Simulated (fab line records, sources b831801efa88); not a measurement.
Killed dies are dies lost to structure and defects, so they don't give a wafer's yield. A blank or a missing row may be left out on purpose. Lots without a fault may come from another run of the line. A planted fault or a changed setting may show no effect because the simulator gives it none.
fab line records | flow gf180mcu
record lots=24 wafers=72 last_day=34
route steps=602 shown V3@447 M4@470 V4@501 MIM@503 PASSIVATION@587
lots that met no fault: from a run of the same line without faults
start_h: hours from the record's first day to the start of the lot's first wafer shown | wait_h: hours since the lot's step before | " the same as in the row above | L1.1+2: a row that stands for several wafers | - no value, or no start given | * or withheld: withheld | < > ~ a bound
route shown NAME@n: a module of which the file shows steps, and the number in the route of the first | usual: mean/standard deviation of fault-free wafers | same: alike in all rows | chamber/n: place in a boat | sites: the reading at each site | _std_site: their standard deviation | _edge_site: outer sites' mean less inner sites' | radius_mm: how far each site lies from the wafer's centre | mask NAME#n: copy n | behind: the tool/chamber that last shaped the wafer | hold: why the lot was held/for how many hours/how that ended | device: the transistor (n, p or np) that didn't switch | end of line: the same wafers' tests at the end of the route | a step without rows: its recipe alone | killed: dies lost to structure and defects at the first sort, not the wafer's yield | map: a wafer's dies, x killed, . not, _ none there
set.NAME: the setting as run; set.NAME@STEP: as run at that earlier step | model.NAME: the simulator's own value behind a step, which no gauge read
steps of the route over a sample of lots; a table a step, a row a wafer
services: from which hour (start_h, from the record's first day; less than 0 if before it) a tool's chamber was out of use, for how many hours, and why
## steps
# step GF_V3_STRIP_18
# recipe chemistry=O2/N2 power_w=1400 pressure_mtorr=1500 platen_temp_c=250 o2_flow_sccm=3000 n2_flow_sccm=300 overash_fraction=0.5
# usual chamber_pressure_mTorr=1500.2/1.4 drypump_motor_current_A=5.6/0.5 heater_power_w=353/25 o2_flow_sccm=3000/8.5 oes_product_au=0.592/0.0051
# columns lot.wafer tool chamber start_h wait_h chamber_pressure_mTorr drypump_motor_current_A heater_power_w o2_flow_sccm oes_product_au rf_hours_counter_h
L074.4 plasma_asher-04 0 521.47 - 1498.4 4.8 336 2991 0.596 -
L074.5 " 0 " " 1500.8 4.8 335 2981 0.587 -
L074.6 " 1 " " 1500.2 5.7 391 3003 0.590 -
L075.3 plasma_asher-01 0 523.94 - 1502.8 5.3 325 2992 0.595 -
L075.4 " 1 " " 1498.7 6.1 335 3008 0.586 -
L075.5 " 1 " " 1501.4 6.1 332 3008 0.588 -
L077.3 plasma_asher-04 0 547.29 - 1500.2 4.8 333 2997 0.598 -
L077.4 " 1 " " 1500.1 5.7 403 3015 0.594 -
L077.6 " 0 " " 1501.0 4.8 339 2994 0.602 -
L076.2 plasma_asher-02 1 547.37 - 1499.8 5.6 353 2989 0.592 14
L076.4 " 1 " " 1499.4 5.6 347 3020 0.589 -
L076.5 " 1 " " 1500.7 5.6 351 3001 0.586 -
L078.3 plasma_asher-01 1 549.40 - 1501.7 6.1 335 2996 0.593 -
L078.5 " 1 " " 1499.4 6.1 331 3012 0.596 -
L078.6 " 0 " " 1499.5 5.3 314 2989 0.589 -
L079.3 plasma_asher-01 1 565.84 - 1499.4 6.1 329 3000 0.598 -
L079.5 " 0 " " 1503.3 5.3 316 3013 0.587 -
L079.6 " 1 " " 1500.0 6.1 345 2988 0.584 -
L080.1 plasma_asher-02 0 568.38 - 1497.6 6.2 371 2994 0.593 17
L080.3 " 1 " " 1502.1 5.6 362 2993 0.589 -
L080.6 " 0 " " 1500.0 6.3 360 2981 0.597 -
L081.2 plasma_asher-02 1 578.72 - 1500.7 5.6 346 2999 0.598 18
L081.3 " 0 " " 1499.5 6.2 363 3001 0.592 -
L081.6 " 0 " " 1498.6 6.2 373 3005 0.594 -
L082.3 plasma_asher-02 0 583.49 - 1502.2 6.3 371 2989 0.602 -
L082.4 " 1 " " 1502.1 5.6 352 3001 0.593 -
L082.6 " 0 " " 1501.8 6.3 361 2997 0.586 -
L083.3 plasma_asher-02 1 590.25 - 1500.0 5.6 354 2990 0.596 -
L083.4 " 0 " " 1502.8 6.3 364 2994 0.593 -
L083.5 " 1 " " 1500.2 5.6 365 2998 0.582 -
L084.1 plasma_asher-01 0 595.36 - 1501.4 5.3 320 3009 0.591 95
L084.5 " 1 " " 1500.4 6.1 336 2989 0.582 -
L084.6 " 0 " " 1502.9 5.2 320 2995 0.591 -
L085.1 plasma_asher-04 1 608.13 - 1498.0 5.7 387 2990 0.584 85
L085.4 " 1 " " 1499.4 5.7 396 2991 0.597 -
L085.6 " 1 " " 1501.2 5.7 396 2988 0.600 -
L086.1 plasma_asher-04 1 610.88 - 1500.7 5.7 395 3011 0.588 85
L086.4 " 0 " " 1500.7 4.8 339 3010 0.585 -
L086.5 " 1 " " 1502.1 5.7 402 3009 0.585 -
L087.2 plasma_asher-02 1 622.03 - 1502.1 5.6 362 2996 0.595 24
L087.3 " 0 " " 1501.7 6.2 371 2993 0.594 -
L087.4 " 1 " " 1500.6 5.6 344 2991 0.591 -
L088.1 plasma_asher-04 1 630.06 - 1498.8 5.6 382 2995 0.584 88
L088.2 " 0 " " 1499.2 4.8 332 3008 0.596 88
L088.3 " 0 " " 1499.9 4.8 340 3006 0.593 -
L089.2 plasma_asher-04 0 631.23 - 1499.6 4.8 330 3006 0.589 88
L089.3 " 1 " " 1500.4 5.7 388 3009 0.591 -
L089.4 " 0 " " 1501.5 4.8 336 2997 0.599 -
L090.3 plasma_asher-01 0 640.42 - 1500.7 5.3 314 3005 0.582 -
L090.4 " 1 " " 1501.3 6.1 338 2996 0.589 -
L090.5 " 0 " " 1498.4 5.3 323 2998 0.590 -
L091.1 plasma_asher-04 0 647.13 - 1498.6 4.8 331 3002 0.595 89
L091.2 " 1 " " 1501.0 5.7 387 3007 0.595 89
L091.4 " 0 " " 1500.4 4.8 338 2992 0.591 -
L092.2 plasma_asher-04 1 659.31 - 1497.4 5.7 392 3001 0.595 91
L092.4 " 1 " " 1501.5 5.7 390 2991 0.600 -
L092.6 " 1 " " 1500.5 5.7 395 2986 0.593 -
L093.1 plasma_asher-01 1 662.26 - 1502.0 6.1 340 2994 0.593 100
L093.4 " 0 " " 1499.0 5.3 320 3017 0.588 -
L093.5 " 1 " " 1501.2 6.1 338 2973 0.585 -
L094.2 plasma_asher-04 0 670.71 - 1501.8 4.8 325 2994 0.592 92
L094.4 " 1 " " 1499.1 5.7 393 3007 0.597 -
L094.5 " 1 " " 1500.4 5.7 388 3010 0.597 -
L095.2 plasma_asher-02 0 678.12 - 1499.3 6.2 368 2995 0.593 30
L095.4 " 1 " " 1503.4 5.6 356 3002 0.594 -
L095.5 " 1 " " 1501.0 5.6 352 3006 0.589 -
L096.3 plasma_asher-04 1 682.74 - 1498.5 5.7 394 2995 0.583 -
L096.4 " 0 " " 1501.1 4.8 331 2995 0.592 -
L096.6 " 1 " " 1500.7 5.7 393 3003 0.590 -
L097.1 plasma_asher-04 1 689.08 - 1500.6 5.7 385 2999 0.590 94
L097.3 " 0 " " 1503.2 4.8 345 3014 0.595 -
L097.4 " 1 " " 1499.5 5.7 392 3014 0.589 -
# step GF_V3_CMP_26
# recipe stop_on=SiO2 down_force_psi=3.5 platen_rpm=60 t_overpolish_s=15 target_thk_nm=0 pad_velocity_m_s=0.94248
# usual motor_current_A=10.7/0.62 overpolish_run_s=15.000/0.0083 time_to_endpoint_s=85/4
# columns lot.wafer tool chamber start_h wait_h motor_current_A overpolish_run_s time_to_endpoint_s
L074.4 cmp-02 0 522.51 0.2 10.5 15.017 88
L074.5 " 1 " " 11.2 15.003 82
L074.6 " 2 " " 11.2 15.001 80
L075.4 cmp-01 2 524.88 0.1 11.2 14.992 83
L075.3 " 0 " " 11.5 14.989 92
L075.5 " 2 " " 11.0 15.014 81
L077.3 cmp-01 0 548.23 0.1 12.1 15.002 88
L077.4 " 1 " " 9.9 15.006 88
L077.6 " 3 " " 10.9 15.010 79
L076.2 cmp-01 0 548.48 0.2 10.7 14.992 86
L076.4 " 3 " " 11.2 14.997 80
L076.5 " 1 " " 9.9 14.974 83
L078.3 cmp-01 0 550.44 0.2 11.5 15.011 89
L078.5 " 1 " " 10.4 15.006 87
L078.6 " 2 " " 11.2 14.992 77
L079.3 cmp-01 1 566.87 0.1 9.2 15.001 84
L079.6 " 3 " " 11.5 15.002 79
L079.5 " 0 " " 10.8 14.995 86
L080.1 cmp-01 0 569.39 0.1 11.2 14.988 95
L080.3 " 1 " " 9.5 14.975 91
L080.6 " 3 " " 11.2 14.994 88
L081.2 cmp-01 1 579.68 0.0 9.9 15.006 89
L081.3 " 0 " " 11.7 15.016 89
L081.6 " 2 " " 11.0 15.003 78
L082.4 cmp-02 0 584.38 0.0 10.3 15.010 89
L082.3 " 3 " " 10.0 14.998 84
L082.6 " 0 " " 11.0 14.993 92
L083.3 cmp-02 3 591.22 0.1 10.4 15.004 84
L083.4 " 0 " " 10.4 15.011 92
L083.5 " 3 " " 10.5 15.000 88
L084.1 cmp-01 3 596.34 0.1 11.1 14.992 83
L084.5 " 2 " " 10.6 15.001 79
L084.6 " 3 " " 11.2 14.994 85
L085.1 cmp-01 0 609.06 0.1 11.1 14.994 91
L085.4 " 1 " " 9.2 15.005 90
L085.6 " 1 " " 9.5 15.005 89
L086.1 cmp-01 0 611.82 0.1 11.7 15.005 87
L086.4 " 1 " " 9.4 14.989 86
L086.5 " 0 " " 11.0 14.999 88
L087.3 cmp-02 3 622.99 0.0 9.8 15.018 82
L087.2 " 1 " " 11.5 14.995 84
L087.4 " 2 " " 10.4 15.001 82
L088.3 cmp-02 1 630.98 0.0 10.0 15.002 88
L088.1 " 2 " " 10.7 15.006 85
L088.2 " 3 " " 11.1 15.016 87
L089.3 cmp-01 1 632.18 0.0 10.0 15.007 85
L089.2 " 2 " " 11.0 15.004 81
L089.4 " 0 " " 11.1 14.996 88
L090.4 cmp-02 3 641.37 0.1 10.1 14.995 83
L090.3 " 0 " " 10.8 15.003 89
L090.5 " 2 " " 11.2 15.005 86
L091.2 cmp-01 3 648.09 0.0 10.6 15.002 85
L091.4 " 0 " " 11.3 15.003 88
L091.1 " 2 " " 11.3 14.997 80
L092.4 cmp-02 3 660.28 0.1 10.9 15.009 80
L092.2 " 1 " " 10.7 14.995 82
L092.6 " 2 " " 10.9 14.994 79
L093.1 cmp-02 2 663.21 0.1 11.4 15.012 86
L093.4 " 1 " " 10.9 14.987 88
L093.5 " 3 " " 10.7 14.999 87
L094.4 cmp-01 2 671.72 0.1 10.9 15.002 82
L094.2 " 3 " " 11.1 14.998 78
L094.5 " 1 " " 9.6 15.008 82
L095.2 cmp-01 1 679.07 0.0 9.6 15.004 83
L095.4 " 3 " " 11.6 14.995 80
L095.5 " 1 " " 9.2 14.988 85
L096.3 cmp-01 3 683.73 0.1 10.5 14.991 84
L096.4 " 0 " " 11.3 15.004 92
L096.6 " 2 " " 10.7 15.005 81
L097.1 cmp-02 3 690.06 0.1 10.5 15.000 84
L097.4 " 0 " " 10.6 14.998 88
L097.3 " 1 " " 10.6 15.002 85
# step GF_M4_CD_MEAS_14
# recipe target_cd_nm=280
# usual cd_nm=279.9/1.3
# columns lot.wafer tool chamber start_h wait_h cd_nm
L074.4 cd_sem-02 - 545.96 0.1 278.3
L074.5 " - " " 278.1
L074.6 " - " " 279.5
L075.3 cd_sem-01 - 547.44 0.1 281.8
L075.4 " - " " 281.8
L075.5 " - " " 282.0
L077.3 cd_sem-02 - 570.44 0.1 280.7
L077.4 " - " " 280.7
L077.6 " - " " 279.8
L076.2 cd_sem-01 - 570.89 0.1 278.9
L076.4 " - " " 279.7
L076.5 " - " " 279.3
L078.3 cd_sem-01 - 573.74 0.1 279.1
L078.5 " - " " 278.2
L078.6 " - " " 279.5
L079.3 cd_sem-01 - 589.09 0.1 280.1
L079.5 " - " " 281.4
L079.6 " - " " 280.0
L080.1 cd_sem-02 - 591.35 0.1 279.3
L080.3 " - " " 280.7
L080.6 " - " " 278.8
L081.2 cd_sem-01 - 601.42 0.1 277.9
L081.3 " - " " 278.5
L081.6 " - " " 278.1
L082.3 cd_sem-02 - 606.46 0.1 281.3
L082.4 " - " " 282.1
L082.6 " - " " 282.4
L083.3 cd_sem-01 - 612.61 0.1 277.7
L083.4 " - " " 277.6
L083.5 " - " " 277.4
L084.1 cd_sem-02 - 616.92 0.1 279.0
L084.5 " - " " 278.5
L084.6 " - " " 277.8
L085.1 cd_sem-01 - 630.55 0.1 281.5
L085.4 " - " " 280.6
L085.6 " - " " 279.7
L086.1 cd_sem-01 - 632.80 0.1 278.9
L086.4 " - " " 279.5
L086.5 " - " " 278.9
L087.2 cd_sem-02 - 643.22 0.1 281.9
L087.3 " - " " 281.3
L087.4 " - " " 282.4
L088.1 cd_sem-02 - 650.47 0.1 281.0
L088.2 " - " " 280.2
L088.3 " - " " 279.0
L089.2 cd_sem-01 - 652.27 0.1 280.3
L089.3 " - " " 279.5
L089.4 " - " " 279.5
L090.3 cd_sem-01 - 660.91 0.1 282.3
L090.4 " - " " 282.7
L090.5 " - " " 281.4
L091.1 cd_sem-02 - 668.00 0.1 278.5
L091.2 " - " " 279.1
L091.4 " - " " 279.4
L092.2 cd_sem-01 - 680.27 0.1 280.1
L092.4 " - " " 280.9
L092.6 " - " " 278.8
L093.1 cd_sem-02 - 683.15 0.1 281.1
L093.4 " - " " 281.5
L093.5 " - " " 281.6
L094.2 cd_sem-02 - 691.47 0.1 280.3
L094.4 " - " " 281.0
L094.5 " - " " 282.2
L095.2 cd_sem-01 - 698.67 0.1 278.8
L095.4 " - " " 279.6
L095.5 " - " " 278.2
L096.3 cd_sem-01 - 703.39 0.1 279.9
L096.4 " - " " 279.9
L096.6 " - " " 280.7
L097.1 cd_sem-02 - 708.70 0.1 280.5
L097.3 " - " " 280.1
L097.4 " - " " 279.2
# step GF_V4_THK_MEAS_25
# recipe thk_meas_gauge=xrf reads=W_of_V4_CVD_23
# usual V4_W_THK=345/4.4
# columns lot.wafer tool chamber start_h wait_h V4_W_THK[nm]
L074.4 film_metro-01 - 571.19 0.1 348
L074.5 " - " " 348
L074.6 " - " " 341
L075.3 film_metro-02 - 572.39 0.1 343
L075.4 " - " " 347
L075.5 " - " " 343
L077.3 film_metro-01 - 594.48 0.1 346
L077.4 " - " " 348
L077.6 " - " " 349
L076.2 film_metro-02 - 595.16 0.1 343
L076.4 " - " " 343
L076.5 " - " " 346
L078.3 film_metro-04 - 597.19 0.1 350
L078.5 " - " " 349
L078.6 " - " " 350
L079.3 film_metro-04 - 612.50 0.1 356
L079.5 " - " " 351
L079.6 " - " " 351
L080.1 film_metro-01 - 614.37 0.1 339
L080.3 " - " " 346
L080.6 " - " " 345
L081.2 film_metro-01 - 624.54 0.1 344
L081.3 " - " " 345
L081.6 " - " " 341
L082.3 film_metro-02 - 629.24 0.1 346
L082.4 " - " " 346
L082.6 " - " " 353
L083.3 film_metro-01 - 635.40 0.1 352
L083.4 " - " " 344
L083.5 " - " " 343
L084.1 film_metro-02 - 640.31 0.1 345
L084.5 " - " " 346
L084.6 " - " " 347
L085.1 film_metro-01 - 652.73 0.1 347
L085.4 " - " " 342
L085.6 " - " " 344
L086.1 film_metro-01 - 656.25 0.1 342
L086.4 " - " " 341
L086.5 " - " " 348
L087.2 film_metro-04 - 664.98 0.1 347
L087.3 " - " " 346
L087.4 " - " " 346
L088.1 film_metro-04 - 672.21 0.1 350
L088.2 " - " " 346
L088.3 " - " " 347
L089.2 film_metro-02 - 674.36 0.1 340
L089.3 " - " " 340
L089.4 " - " " 340
L090.3 film_metro-02 - 682.90 0.1 339
L090.4 " - " " 337
L090.5 " - " " 338
L091.1 film_metro-04 - 689.25 0.1 348
L091.2 " - " " 352
L091.4 " - " " 351
L092.2 film_metro-04 - 702.62 0.1 351
L092.4 " - " " 352
L092.6 " - " " 351
L093.1 film_metro-01 - 704.85 0.1 338
L093.4 " - " " 336
L093.5 " - " " 338
L094.2 film_metro-04 - 712.46 0.1 349
L094.4 " - " " 351
L094.5 " - " " 346
L095.2 film_metro-01 - 719.51 0.1 338
L095.4 " - " " 342
L095.5 " - " " 342
L096.3 film_metro-01 - 724.11 0.1 341
L096.4 " - " " 337
L096.6 " - " " 342
L097.1 film_metro-04 - 729.17 0.1 345
L097.3 " - " " 343
L097.4 " - " " 345
# step GF_MIM_SPUTTER_00
# recipe material=Ti target_thk_nm=37.5 arriving_ion_energy_ev=80 substrate_temp_c=200 chamber_pressure_pa=2 power_w=4000 time_s=150
# usual cathode_dc_power_W=4000.2/0.7 throttle_valve_pct=30.1/0.92
# columns lot.wafer tool chamber start_h wait_h cathode_dc_power_W throttle_valve_pct
L074.4 pvd_sputter-03 - 571.52 0.1 4000.6 29.6
L074.5 " - " " 3999.7 29.7
L074.6 " - " " 4001.1 31.7
L075.3 pvd_sputter-01 - 572.73 0.1 3999.7 31.0
L075.4 " - " " 4000.3 30.1
L075.5 " - " " 4001.4 29.8
L077.3 pvd_sputter-01 - 594.82 0.2 3999.8 28.8
L077.4 " - " " 4000.1 29.9
L077.6 " - " " 4000.4 29.0
L076.2 pvd_sputter-03 - 595.51 0.1 3999.8 31.8
L076.4 " - " " 4000.4 29.5
L076.5 " - " " 4000.0 29.9
L078.3 pvd_sputter-04 - 597.53 0.1 3999.5 28.5
L078.5 " - " " 4000.5 30.2
L078.6 " - " " 3999.8 29.8
L079.3 pvd_sputter-01 - 612.84 0.1 4001.5 29.9
L079.5 " - " " 3999.9 28.9
L079.6 " - " " 4001.4 29.8
L080.1 pvd_sputter-03 - 614.73 0.2 4000.4 31.4
L080.3 " - " " 3998.9 29.6
L080.6 " - " " 4001.9 29.5
L081.2 pvd_sputter-04 - 624.89 0.2 4000.8 30.3
L081.3 " - " " 4000.6 31.7
L081.6 " - " " 4002.2 31.8
L082.3 pvd_sputter-03 - 629.58 0.1 4001.3 30.1
L082.4 " - " " 4000.3 29.6
L082.6 " - " " 4000.1 31.3
L083.3 pvd_sputter-01 - 635.96 0.2 4000.0 29.8
L083.4 " - " " 4000.4 30.0
L083.5 " - " " 4001.1 29.8
L084.1 pvd_sputter-03 - 640.67 0.2 4000.3 30.1
L084.5 " - " " 4000.4 29.6
L084.6 " - " " 4000.5 29.7
L085.1 pvd_sputter-03 - 653.09 0.1 3999.6 29.8
L085.4 " - " " 4000.0 31.6
L085.6 " - " " 4000.8 29.8
L086.1 pvd_sputter-03 - 656.61 0.1 4000.6 30.0
L086.4 " - " " 3999.8 29.5
L086.5 " - " " 3999.3 30.1
L087.2 pvd_sputter-03 - 665.33 0.2 4000.6 29.4
L087.3 " - " " 4001.2 30.0
L087.4 " - " " 4000.6 31.5
L088.1 pvd_sputter-03 - 672.57 0.1 4000.2 30.0
L088.2 " - " " 3999.6 29.6
L088.3 " - " " 4001.1 29.5
L089.2 pvd_sputter-04 - 674.71 0.2 3998.8 30.0
L089.3 " - " " 4000.1 31.6
L089.4 " - " " 4000.8 30.2
L090.3 pvd_sputter-04 - 683.24 0.1 3999.9 30.0
L090.4 " - " " 3999.8 28.6
L090.5 " - " " 3997.7 28.4
L091.1 pvd_sputter-01 - 689.61 0.1 3999.2 30.9
L091.2 " - " " 4000.6 29.7
L091.4 " - " " 3998.8 30.0
L092.2 pvd_sputter-03 - 702.97 0.1 3999.7 29.4
L092.4 " - " " 3999.6 30.0
L092.6 " - " " 3999.9 29.8
L093.1 pvd_sputter-03 - 705.21 0.2 4000.0 30.0
L093.4 " - " " 4000.7 31.6
L093.5 " - " " 4000.1 29.9
L094.2 pvd_sputter-04 - 712.81 0.1 4000.0 30.2
L094.4 " - " " 4000.1 31.6
L094.5 " - " " 3999.9 30.2
L095.2 pvd_sputter-03 - 719.95 0.1 4000.6 31.5
L095.4 " - " " 4000.2 29.5
L095.5 " - " " 3999.9 30.3
L096.3 pvd_sputter-04 - 724.55 0.2 4000.4 29.7
L096.4 " - " " 3999.8 28.7
L096.6 " - " " 4000.7 28.4
L097.1 pvd_sputter-01 - 729.53 0.2 3999.4 31.1
L097.3 " - " " 4000.4 29.8
L097.4 " - " " 4001.3 29.0
# step GF_PASSIVATION_CVD_00
# recipe material=SiO2 target_thk_nm=1000 precursor=TEOS temp_c=400 time_s=111.95 rf_w=600
# usual heater_power_w=660/130
# columns lot.wafer tool chamber start_h wait_h heater_power_w
L074.4 pecvd-04 0 658.67 0.0 693
L074.5 " 2 " " 812
L074.6 " 1 " " 699
L075.3 pecvd-03 0 660.18 0.0 568
L075.4 " 2 " " 580
L075.5 " 0 " " 641
L077.3 pecvd-01 0 680.33 0.0 585
L077.4 " 1 " " 529
L077.6 " 2 " " 549
L076.2 pecvd-04 2 680.98 0.0 822
L076.4 " 2 " " 949
L076.5 " 1 " " 553
L078.3 pecvd-03 0 682.25 0.0 558
L078.5 " 2 " " 661
L078.6 " 1 " " 502
L079.3 pecvd-03 2 696.50 0.0 716
L079.5 " 0 " " 620
L079.6 " 2 " " 568
L080.1 pecvd-03 1 698.20 0.0 599
L080.3 " 2 " " 705
L080.6 " 2 " " 579
L081.2 pecvd-03 2 706.98 0.0 662
L081.3 " 0 " " 570
L081.6 " 2 " " 699
L082.3 pecvd-03 2 711.20 0.0 672
L082.4 " 1 " " 505
L082.6 " 0 " " 519
L083.3 pecvd-01 1 718.15 0.0 488
L083.4 " 0 " " 646
L083.5 " 2 " " 572
L084.1 pecvd-01 0 721.54 0.0 661
L084.5 " 0 " " 528
L084.6 " 1 " " 493
L085.1 pecvd-04 2 731.53 0.0 1000
L085.4 " 0 " " 572
L085.6 " 2 " " 817
L086.1 pecvd-04 0 736.08 0.0 574
L086.4 " 1 " " 685
L086.5 " 2 " " 1008
L087.2 pecvd-01 0 744.22 0.0 640
L087.3 " 1 " " 505
L087.4 " 2 " " 587
L088.1 pecvd-04 1 748.24 0.0 696
L088.2 " 0 " " 703
L088.3 " 2 " " 956
L089.2 pecvd-04 0 750.95 0.0 640
L089.3 " 1 " " 624
L089.4 " 2 " " 945
L090.3 pecvd-04 1 759.84 0.0 570
L090.4 " 2 " " 826
L090.5 " 0 " " 580
L091.1 pecvd-04 0 764.17 0.0 670
L091.2 " 2 " " 930
L091.4 " 0 " " 695
L092.2 pecvd-04 0 775.25 0.0 692
L092.4 " 1 " " 668
L092.6 " 0 " " 558
L093.1 pecvd-03 1 778.59 0.0 588
L093.4 " 2 " " 674
L093.5 " 1 " " 629
L094.2 pecvd-04 2 783.47 0.0 958
L094.4 " 2 " " 1004
L094.5 " 0 " " 584
L095.2 pecvd-04 0 790.76 0.0 613
L095.4 " 1 " " 668
L095.5 " 0 " " 676
L096.3 pecvd-03 2 794.40 0.0 699
L096.4 " 2 " " 584
L096.6 " 1 " " 641
L097.1 pecvd-03 0 799.05 0.0 564
L097.3 " 2 " " 684
L097.4 " 0 " " 612
## services
# columns tool chamber start_h hours kind
cmp-02 - 497.48 0.5 repair
cmp-01 - 507.58 0.9 repair
cmp-02 - 507.69 1.4 repair
cmp-02 - 513.19 0.9 repair
cmp-01 - 528.97 4.6 pm
cmp-02 - 532.83 17.5 repair
cmp-02 - 538.64 0.8 repair
pecvd-04 - 563.37 28.1 pm
cmp-01 - 572.30 4.0 pm
pvd_sputter-03 - 573.85 4.6 repair
cmp-01 - 583.38 2.4 repair
pecvd-03 - 588.66 2.8 pm
pvd_sputter-03 - 612.79 1.5 repair
cmp-02 - 634.04 4.8 pm
pecvd-04 1 646.87 5.0 repair
cmp-01 - 657.37 0.6 repair
pecvd-04 - 661.54 0.6 repair
pvd_sputter-03 - 680.38 3.9 repair
cmp-01 - 714.34 1.8 repair
cmp-01 - 719.58 7.2 pm
cmp-02 - 744.60 4.0 pm
cmp-02 - 767.34 6.6 pm
cmp-01 - 772.91 1.7 repair
cmp-02 - 775.95 1.3 repair
## key
fault none
